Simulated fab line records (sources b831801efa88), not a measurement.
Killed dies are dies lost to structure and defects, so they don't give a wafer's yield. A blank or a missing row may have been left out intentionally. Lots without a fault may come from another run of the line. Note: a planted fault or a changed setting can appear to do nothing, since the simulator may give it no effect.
A sampling plan put to the test | flow gf180mcu | one fab line, 17 faults that these records tell of, each judged on the records of the lots that it struck
The line's own looks make up the plan; these are the steps of the route where a gauge or inspection reads the wafer and leaves it unchanged. A look can be judged if struck wafers have a number there and the file gives its usual mean and standard deviation on fault-free wafers. Caught: the struck wafers' mean, at a look after the fault's first step, is 4 or more of those standard deviations (sigma) away from the usual mean. On the tool: the same test on the tool's own readings at the fault's steps. It also counts as caught if the struck wafers ran another recipe or if their record alone is blank.

THE FAULTS, as the simulator had put them in
1. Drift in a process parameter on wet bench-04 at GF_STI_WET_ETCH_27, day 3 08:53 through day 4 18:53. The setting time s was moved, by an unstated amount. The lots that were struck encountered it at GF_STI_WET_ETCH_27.
2. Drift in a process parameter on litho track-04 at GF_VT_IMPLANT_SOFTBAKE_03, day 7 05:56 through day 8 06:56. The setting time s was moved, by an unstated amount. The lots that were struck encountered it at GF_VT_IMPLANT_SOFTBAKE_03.
3. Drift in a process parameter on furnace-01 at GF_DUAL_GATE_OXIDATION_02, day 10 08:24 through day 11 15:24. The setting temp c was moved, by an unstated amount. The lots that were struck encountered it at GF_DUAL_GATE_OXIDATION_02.
4. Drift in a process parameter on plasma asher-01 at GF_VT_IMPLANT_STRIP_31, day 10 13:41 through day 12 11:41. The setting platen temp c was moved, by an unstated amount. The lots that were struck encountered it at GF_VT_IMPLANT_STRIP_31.
5. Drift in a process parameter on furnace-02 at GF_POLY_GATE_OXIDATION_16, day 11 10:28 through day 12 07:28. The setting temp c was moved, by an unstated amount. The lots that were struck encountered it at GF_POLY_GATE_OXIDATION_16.
6. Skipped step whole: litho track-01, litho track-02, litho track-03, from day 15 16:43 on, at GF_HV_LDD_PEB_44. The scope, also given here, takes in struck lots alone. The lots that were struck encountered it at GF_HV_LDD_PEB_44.
7. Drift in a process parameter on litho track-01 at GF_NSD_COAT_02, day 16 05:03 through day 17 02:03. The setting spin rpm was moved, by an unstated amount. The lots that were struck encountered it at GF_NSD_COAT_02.
8. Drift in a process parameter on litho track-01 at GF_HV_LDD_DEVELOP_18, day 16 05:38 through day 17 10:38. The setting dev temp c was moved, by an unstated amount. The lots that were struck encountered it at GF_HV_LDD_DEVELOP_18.
9. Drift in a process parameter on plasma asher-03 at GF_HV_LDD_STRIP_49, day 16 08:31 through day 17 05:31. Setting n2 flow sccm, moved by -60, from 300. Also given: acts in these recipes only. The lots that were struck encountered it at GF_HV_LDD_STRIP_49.
10. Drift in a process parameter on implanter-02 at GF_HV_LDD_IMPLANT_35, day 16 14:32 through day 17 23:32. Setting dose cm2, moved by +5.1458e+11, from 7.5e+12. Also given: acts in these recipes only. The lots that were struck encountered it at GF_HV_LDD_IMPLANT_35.
11. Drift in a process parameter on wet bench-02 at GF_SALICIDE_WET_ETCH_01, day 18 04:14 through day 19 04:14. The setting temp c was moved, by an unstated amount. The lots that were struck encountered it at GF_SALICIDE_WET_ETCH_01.
12. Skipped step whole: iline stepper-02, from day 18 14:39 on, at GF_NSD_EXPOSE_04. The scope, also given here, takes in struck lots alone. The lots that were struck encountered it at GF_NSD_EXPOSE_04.
13. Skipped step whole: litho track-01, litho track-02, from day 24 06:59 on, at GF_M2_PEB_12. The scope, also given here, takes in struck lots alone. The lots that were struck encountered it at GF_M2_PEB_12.
14. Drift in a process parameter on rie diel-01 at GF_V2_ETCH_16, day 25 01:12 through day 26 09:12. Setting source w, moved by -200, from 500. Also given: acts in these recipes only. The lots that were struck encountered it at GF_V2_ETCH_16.
15. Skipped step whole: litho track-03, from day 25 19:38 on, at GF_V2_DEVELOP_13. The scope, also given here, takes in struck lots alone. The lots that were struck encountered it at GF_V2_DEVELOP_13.
16. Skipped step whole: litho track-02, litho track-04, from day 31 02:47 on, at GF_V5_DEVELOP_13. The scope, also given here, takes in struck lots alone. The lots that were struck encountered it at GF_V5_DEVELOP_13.
17. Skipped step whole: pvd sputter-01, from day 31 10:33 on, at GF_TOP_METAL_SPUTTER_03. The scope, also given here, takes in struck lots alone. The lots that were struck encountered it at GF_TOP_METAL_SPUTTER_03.

WHAT THE PLAN SAW
fault | on the tool itself                               | first look that catches it                      | reading, sigma | median hours from its first step to that look | hours from the fault's start to the first struck lot there | judged looks passed uncaught
1     | run length s +59 sigma                           | none of the 2 looks that can be judged after it | -              | -                                             | -                                                          | 2
2     | heater power total W +34 sigma                   | no look after it can be judged                  | -              | -                                             | -                                                          | 0
3     | tube center temp C -29 sigma                     | no look after it can be judged                  | -              | -                                             | -                                                          | 0
4     | strip time to endpoint s +19 sigma               | not the one look that can be judged after it    | -              | -                                             | -                                                          | 1
5     | tube center temp C +80 sigma                     | none of the 3 looks that can be judged after it | -              | -                                             | -                                                          | 3
6     | no reading that can be judged                    | not the one look that can be judged after it    | -              | -                                             | -                                                          | 1
7     | spin speed rpm +26 sigma                         | not the one look that can be judged after it    | -              | -                                             | -                                                          | 1
8     | developer temp C -5.8 sigma                      | not the one look that can be judged after it    | -              | -                                             | -                                                          | 1
9     | n2 flow sccm -66 sigma                           | none of the 2 looks that can be judged after it | -              | -                                             | -                                                          | 2
10    | dose ions cm2 +65 sigma                          | not the one look that can be judged after it    | -              | -                                             | -                                                          | 1
11    | temp c +7.5 sigma                                | not the one look that can be judged after it    | -              | -                                             | -                                                          | 1
12    | no reading that can be judged                    | not the one look that can be judged after it    | -              | -                                             | -                                                          | 1
13    | the tool's record is blank for the struck wafers | no look after it can be judged                  | -              | -                                             | -                                                          | 0
14    | rf fwd power W -99 or beyond sigma               | no look after it can be judged                  | -              | -                                             | -                                                          | 0
15    | the tool's record is blank for the struck wafers | no look after it can be judged                  | -              | -                                             | -                                                          | 0
16    | the tool's record is blank for the struck wafers | no look after it can be judged                  | -              | -                                             | -                                                          | 0
17    | the tool's record is blank for the struck wafers | no look after it can be judged                  | -              | -                                             | -                                                          | 0
A dash: the fault is not caught, or the number is missing from these records.

Caught at a look: 0 of 17. Caught on the tool: 15 of 17. By one or the other: 15 of 17.
Faults caught by the tool alone: 1, 2, 3, 4, 5, 7, 8, 9, 10, 11, 13, 14, 15, 16, 17.
Caught by neither: faults 6, 12.
